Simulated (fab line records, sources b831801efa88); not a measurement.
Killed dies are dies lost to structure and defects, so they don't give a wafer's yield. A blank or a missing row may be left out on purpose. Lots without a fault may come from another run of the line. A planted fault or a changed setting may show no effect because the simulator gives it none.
fab line records | flow gf180mcu
record lots=13 wafers=35 last_day=34
route steps=602 shown V1@360 M2@367 V3@452 M4@473
lots that met no fault: from a run of the same line without faults
start_h: hours from the record's first day to the start of the lot's first wafer shown | wait_h: hours since the lot's step before | " the same as in the row above | L1.1+2: a row that stands for several wafers | - no value, or no start given | * or withheld: withheld | < > ~ a bound
route shown NAME@n: a module of which the file shows steps, and the number in the route of the first | usual: mean/standard deviation of fault-free wafers | same: alike in all rows | chamber/n: place in a boat | sites: the reading at each site | _std_site: their standard deviation | _edge_site: outer sites' mean less inner sites' | radius_mm: how far each site lies from the wafer's centre | mask NAME#n: copy n | behind: the tool/chamber that last shaped the wafer | hold: why the lot was held/for how many hours/how that ended | device: the transistor (n, p or np) that didn't switch | end of line: the same wafers' tests at the end of the route | a step without rows: its recipe alone | killed: dies lost to structure and defects at the first sort, not the wafer's yield | map: a wafer's dies, x killed, . not, _ none there
set.NAME: the setting as run; set.NAME@STEP: as run at that earlier step | model.NAME: the simulator's own value behind a step, which no gauge read
steps of the route over a sample of lots; a table a step, a row a wafer
services: from which hour (start_h, from the record's first day; less than 0 if before it) a tool's chamber was out of use, for how many hours, and why
## steps
# step GF_V1_THK_MEAS_25
# recipe thk_meas_gauge=xrf reads=W_of_V1_CVD_23
# usual V1_W_THK=344/4.5
# columns lot.wafer tool chamber start_h wait_h V1_W_THK[nm]
L846.3 film_metro-04 - 411.74 0.1 337
L846.5 " - " " 343
L846.6 " - " " 339
L848.2 film_metro-01 - 429.72 0.1 350
L848.3 " - " " 348
L848.6 " - " " 350
L851.1 film_metro-03 - 462.00 0.1 349
L851.3 " - " " 347
L851.4 " - " " 344
L852.1 film_metro-03 - 474.50 0.1 342
L852.3 " - " " 341
L852.5 " - " " 351
L854.3 film_metro-04 - 489.27 0.1 347
L854.5 " - " " 342
L854.6 " - " " 345
L857.1 film_metro-03 - 524.63 0.1 349
L857.4 " - " " 348
L857.5 " - " " 349
L860.2 film_metro-01 - 544.08 0.1 349
L860.4 " - " " 351
L860.5 " - " " 346
L861.4 film_metro-03 - 555.15 0.1 342
L861.5 " - " " 341
L861.6 " - " " 338
L862.3 film_metro-04 - 561.87 0.1 346
L862.5 " - " " 344
L862.6 " - " " 337
L864.3 film_metro-01 - 574.32 0.1 350
L864.4 " - " " 349
L864.6 " - " " 348
L865.5 film_metro-04 - 577.76 0.1 345
L866.2 film_metro-01 - 586.60 0.1 338
L866.3 " - " " 339
L866.4 " - " " 342
L867.6 film_metro-04 - 592.68 0.1 348
# step GF_M2_RS_MEAS_05
# recipe thk_meas_gauge=four-point-probe reads=TiN_of_M2_SPUTTER_04+Ti_of_M2_SPUTTER_03+AlCu_of_M2_SPUTTER_02+TiN_of_M2_SPUTTER_01+Ti_of_M2_SPUTTER_00
# usual M2_ALCU_RS=0.0701/0.00088
# columns lot.wafer tool chamber start_h wait_h M2_ALCU_RS[ohm/sq]
L846.3 film_metro-01 - 412.34 0.1 0.0708
L846.5 " - " " 0.0694
L846.6 " - " " 0.0695
L848.2 film_metro-02 - 430.31 0.0 0.0697
L848.3 " - " " 0.0708
L848.6 " - " " 0.0699
L851.1 film_metro-02 - 462.58 0.0 0.0693
L851.3 " - " " 0.0703
L851.4 " - " " 0.0704
L852.1 film_metro-03 - 475.21 0.0 0.0706
L852.3 " - " " 0.0714
L852.5 " - " " 0.0708
L854.3 film_metro-01 - 489.87 0.1 0.0689
L854.5 " - " " 0.0703
L854.6 " - " " 0.0704
L857.1 film_metro-03 - 525.21 0.0 0.0711
L857.4 " - " " 0.0702
L857.5 " - " " 0.0681
L860.2 film_metro-03 - 544.67 0.0 0.0685
L860.4 " - " " 0.0702
L860.5 " - " " 0.0700
L861.4 film_metro-03 - 555.76 0.1 0.0700
L861.5 " - " " 0.0705
L861.6 " - " " 0.0689
L862.3 film_metro-02 - 562.64 0.1 0.0708
L862.5 " - " " 0.0707
L862.6 " - " " 0.0709
L864.3 film_metro-02 - 574.92 0.1 0.0697
L864.4 " - " " 0.0701
L864.6 " - " " 0.0702
L865.5 film_metro-02 - 578.39 0.1 0.0716
L866.2 film_metro-03 - 587.19 0.0 0.0703
L866.3 " - " " 0.0701
L866.4 " - " " 0.0703
L867.6 film_metro-01 - 593.31 0.1 0.0699
# step GF_V3_CVD_23
# recipe material=W target_thk_nm=350 time_s=104.9 temp_c=400 pressure_torr=40
# usual chamber_pressure_Torr=40.01/0.079 heater_power_w=846/65
# same time_s=104.9
# columns lot.wafer tool chamber start_h wait_h chamber_pressure_Torr heater_power_w since_wet_clean_h
L846.3 cvd_w-02 1 515.61 0.1 40.03 731 -
L846.5 " 1 " " 40.15 727 -
L846.6 " 0 " " 40.07 845 -
L848.2 cvd_w-01 1 532.08 0.0 39.90 870 128
L848.3 " 1 " " 39.96 864 -
L848.6 " 0 " " 40.02 886 -
L851.1 cvd_w-01 0 561.95 0.0 40.14 915 158
L851.3 " 1 " " 40.12 857 -
L851.4 " 0 " " 40.03 901 -
L852.1 cvd_w-02 1 573.20 0.0 39.90 730 669
L852.3 " 1 " " 39.78 744 -
L852.5 " 0 " " 39.93 835 -
L854.3 cvd_w-02 0 585.82 0.1 40.21 863 -
L854.5 " 1 " " 39.99 728 -
L854.6 " 0 " " 40.05 849 -
L857.1 cvd_w-01 0 616.55 0.0 40.08 919 213
L857.4 " 0 " " 39.97 913 -
L857.5 " 1 " " 39.96 877 -
L860.2 cvd_w-02 1 635.40 0.0 40.02 748 731
L860.4 " 0 " " 40.00 860 -
L860.5 " 0 " " 40.03 873 -
L861.4 cvd_w-02 1 645.12 0.1 40.04 738 -
L861.5 " 0 " " 40.15 854 -
L861.6 " 1 " " 40.05 746 -
L862.3 cvd_w-01 1 650.74 0.1 39.92 868 -
L862.5 " 0 " " 40.08 906 -
L862.6 " 1 " " 39.94 872 -
L864.3 cvd_w-01 0 661.11 0.1 39.92 916 -
L864.4 " 1 " " 40.01 850 -
L864.6 " 1 " " 40.09 876 -
L865.5 cvd_w-01 0 666.15 0.1 33.02 881 -
L866.2 cvd_w-01 0 675.12 0.0 32.87 919 271
L866.3 " 1 " " 39.92 853 -
L866.4 " 0 " " 32.91 918 -
L867.6 cvd_w-01 0 679.52 0.1 32.88 906 -
# step GF_V3_RS_MEAS_24
# recipe thk_meas_gauge=four-point-probe reads=W_of_V3_CVD_23+TiN_of_V3_SPUTTER_22+Ti_of_V3_SPUTTER_21
# usual V3_W_RS=0.324/0.0061
# columns lot.wafer tool chamber start_h wait_h V3_W_RS[ohm/sq]
L846.3 film_metro-03 - 515.72 0.1 0.325
L846.5 " - " " 0.322
L846.6 " - " " 0.322
L848.2 film_metro-03 - 532.21 0.1 0.317
L848.3 " - " " 0.316
L848.6 " - " " 0.329
L851.1 film_metro-01 - 562.06 0.1 0.331
L851.3 " - " " 0.316
L851.4 " - " " 0.329
L852.1 film_metro-01 - 573.31 0.1 0.324
L852.3 " - " " 0.322
L852.5 " - " " 0.329
L854.3 film_metro-03 - 585.94 0.1 0.324
L854.5 " - " " 0.323
L854.6 " - " " 0.320
L857.1 film_metro-01 - 616.66 0.1 0.338
L857.4 " - " " 0.337
L857.5 " - " " 0.321
L860.2 film_metro-01 - 635.53 0.1 0.317
L860.4 " - " " 0.327
L860.5 " - " " 0.327
L861.4 film_metro-03 - 645.26 0.1 0.321
L861.5 " - " " 0.329
L861.6 " - " " 0.326
L862.3 film_metro-01 - 650.85 0.1 0.316
L862.5 " - " " 0.332
L862.6 " - " " 0.315
L864.3 film_metro-01 - 661.23 0.1 0.331
L864.4 " - " " 0.322
L864.6 " - " " 0.316
L865.5 film_metro-03 - 666.27 0.1 0.365
L866.2 film_metro-03 - 675.25 0.1 0.366
L866.3 " - " " 0.319
L866.4 " - " " 0.364
L867.6 film_metro-01 - 679.66 0.1 0.364
# step GF_V3_THK_MEAS_25
# recipe thk_meas_gauge=xrf reads=W_of_V3_CVD_23
# usual V3_W_THK=346/6.4
# columns lot.wafer tool chamber start_h wait_h V3_W_THK[nm]
L846.3 film_metro-03 - 515.82 0.1 347
L846.5 " - " " 352
L846.6 " - " " 350
L848.2 film_metro-03 - 532.32 0.1 354
L848.3 " - " " 353
L848.6 " - " " 340
L851.1 film_metro-01 - 562.18 0.1 343
L851.3 " - " " 359
L851.4 " - " " 344
L852.1 film_metro-01 - 573.43 0.1 349
L852.3 " - " " 351
L852.5 " - " " 345
L854.3 film_metro-03 - 586.04 0.1 343
L854.5 " - " " 349
L854.6 " - " " 347
L857.1 film_metro-01 - 616.78 0.1 335
L857.4 " - " " 336
L857.5 " - " " 350
L860.2 film_metro-01 - 635.64 0.1 352
L860.4 " - " " 341
L860.5 " - " " 343
L861.4 film_metro-03 - 645.35 0.1 346
L861.5 " - " " 340
L861.6 " - " " 345
L862.3 film_metro-01 - 650.95 0.1 357
L862.5 " - " " 339
L862.6 " - " " 358
L864.3 film_metro-01 - 661.33 0.1 342
L864.4 " - " " 351
L864.6 " - " " 356
L865.5 film_metro-03 - 666.35 0.1 307
L866.2 film_metro-03 - 675.36 0.1 307
L866.3 " - " " 349
L866.4 " - " " 307
L867.6 film_metro-01 - 679.73 0.1 310
# step GF_M4_STRIP_17
# recipe chemistry=O2/N2 power_w=1400 pressure_mtorr=1500 platen_temp_c=250 o2_flow_sccm=3000 n2_flow_sccm=300 overash_fraction=0.5
# usual chamber_pressure_mTorr=1500.1/1.3 drypump_motor_current_A=5.8/0.48 heater_power_w=337/20 oes_product_au=0.557/0.0052 strip_time_to_endpoint_s=7.85/0.061
# columns lot.wafer tool chamber start_h wait_h chamber_pressure_mTorr drypump_motor_current_A heater_power_w oes_product_au rf_hours_counter_h strip_time_to_endpoint_s
L846.3 plasma_asher-04 1 539.64 0.1 1502.1 5.4 342 0.552 - 7.94
L846.5 " 1 " " 1499.7 5.4 352 0.564 - 7.93
L846.6 " 0 " " 1500.6 5.7 328 0.551 - 7.82
L848.2 plasma_asher-03 1 555.79 0.1 1499.6 6.0 309 0.556 91 7.86
L848.3 " 0 " " 1499.4 5.2 326 0.557 - 7.88
L848.6 " 1 " " 1499.8 6.0 320 0.551 - 7.84
L851.1 plasma_asher-02 0 584.66 0.1 1500.3 6.6 328 0.556 16 7.80
L851.3 " 0 " " 1498.1 6.6 340 0.553 - 7.89
L851.4 " 1 " " 1499.5 5.6 375 0.556 - 7.76
L852.1 plasma_asher-02 0 595.59 0.1 1501.5 6.6 336 0.551 18 7.84
L852.3 " 0 " " 1499.6 6.6 331 0.560 - 7.93
L852.5 " 1 " " 1500.6 5.6 368 0.558 - 7.83
L854.3 plasma_asher-04 1 607.99 0.1 1501.2 5.4 353 0.562 - 7.84
L854.5 " 1 " " 1499.0 5.4 346 0.563 - 7.83
L854.6 " 0 " " 1501.7 5.7 325 0.552 - 7.89
L857.1 plasma_asher-03 0 638.26 0.1 1498.4 5.2 326 0.551 99 7.76
L857.4 " 1 " " 1498.3 6.0 302 0.557 - 7.73
L857.5 " 1 " " 1500.0 6.0 320 0.555 - 7.76
L860.2 plasma_asher-02 0 657.01 0.1 1501.0 6.6 328 0.552 24 7.87
L860.4 " 1 " " 1499.7 5.6 366 0.556 - 7.84
L860.5 " 1 " " 1499.4 5.6 369 0.549 - 7.81
L861.4 plasma_asher-02 1 665.47 0.1 1500.8 5.6 362 0.551 - 7.85
L861.5 " 0 " " 1499.6 6.6 322 0.548 - 7.81
L861.6 " 1 " " 1500.4 5.6 361 0.573 - 7.95
L862.3 plasma_asher-02 1 671.47 0.1 1501.1 5.6 373 0.559 - 7.95
L862.5 " 0 " " 1499.1 6.6 327 0.562 - 7.97
L862.6 " 1 " " 1500.4 5.6 367 0.563 - 7.81
L864.3 plasma_asher-03 0 681.27 0.1 1499.8 5.2 318 0.564 - 7.93
L864.4 " 1 " " 1500.4 6.0 314 0.551 - 7.89
L864.6 " 0 " " 1501.1 5.2 327 0.562 - 7.93
L865.5 plasma_asher-02 0 686.06 0.1 1501.9 6.6 336 0.555 - 7.89
L866.2 plasma_asher-02 0 695.01 0.1 1499.3 6.6 327 0.554 28 7.84
L866.3 " 1 " " 1498.7 5.6 374 0.553 - 7.85
L866.4 " 0 " " 1501.8 6.6 341 0.552 - 7.82
L867.6 plasma_asher-03 0 699.50 0.1 1499.5 5.2 325 0.552 - 7.91
## services
# columns tool chamber start_h hours kind
cvd_w-02 - 495.49 0.9 repair
cvd_w-02 - 502.80 6.9 pm
cvd_w-01 1 510.56 4.5 repair
cvd_w-01 - 540.49 6.0 pm
cvd_w-02 0 574.58 5.0 repair
cvd_w-01 1 585.50 2.0 repair
cvd_w-02 0 589.89 12.5 repair
cvd_w-02 - 636.24 1.9 repair
cvd_w-01 - 640.01 0.8 repair
cvd_w-02 1 670.69 11.1 repair
plasma_asher-04 - 678.82 14.6 pm
## key
first_sign step=GF_V3_CVD_23 reading=chamber_pressure_Torr direction=down sigmas=89 usual=40.01 struck=32.92
effect step=GF_V3_RS_MEAS_24 reading=V3_W_RS direction=up sigmas=6.6 usual=0.324 struck=0.365
effect step=GF_V3_THK_MEAS_25 reading=V3_W_THK direction=down sigmas=5.9 usual=346 struck=308
met_at GF_V3_CVD_23
struck_lots L865,L866,L867
struck_wafers L865.5,L866.2,L866.4,L867.6
tester_left_out L865,L867
not_acting_at GF_V1_THK_MEAS_25,GF_M2_RS_MEAS_05,GF_M4_STRIP_17
onset_between 661.11 666.15
earlier_fault kind=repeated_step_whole tool=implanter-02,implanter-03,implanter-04 chamber=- onset_h=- steps=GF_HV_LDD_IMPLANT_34 times=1 scope=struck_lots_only
fault kind=process_parameter_drift tool=cvd_w-01 chamber=0 onset_h=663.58 steps=GF_V3_CVD_23 channel=pressure_torr offset=-7.0599 shape=step acts_in=these_recipes_only stated=40
# tester_left_out: of these lots the tester's yield and bins aren't shown, on N5 and GAA mostly nor the transistor test; their killed dies are dies lost to structure and defects alone, not to doping, threshold or leakage, so they don't give the yield
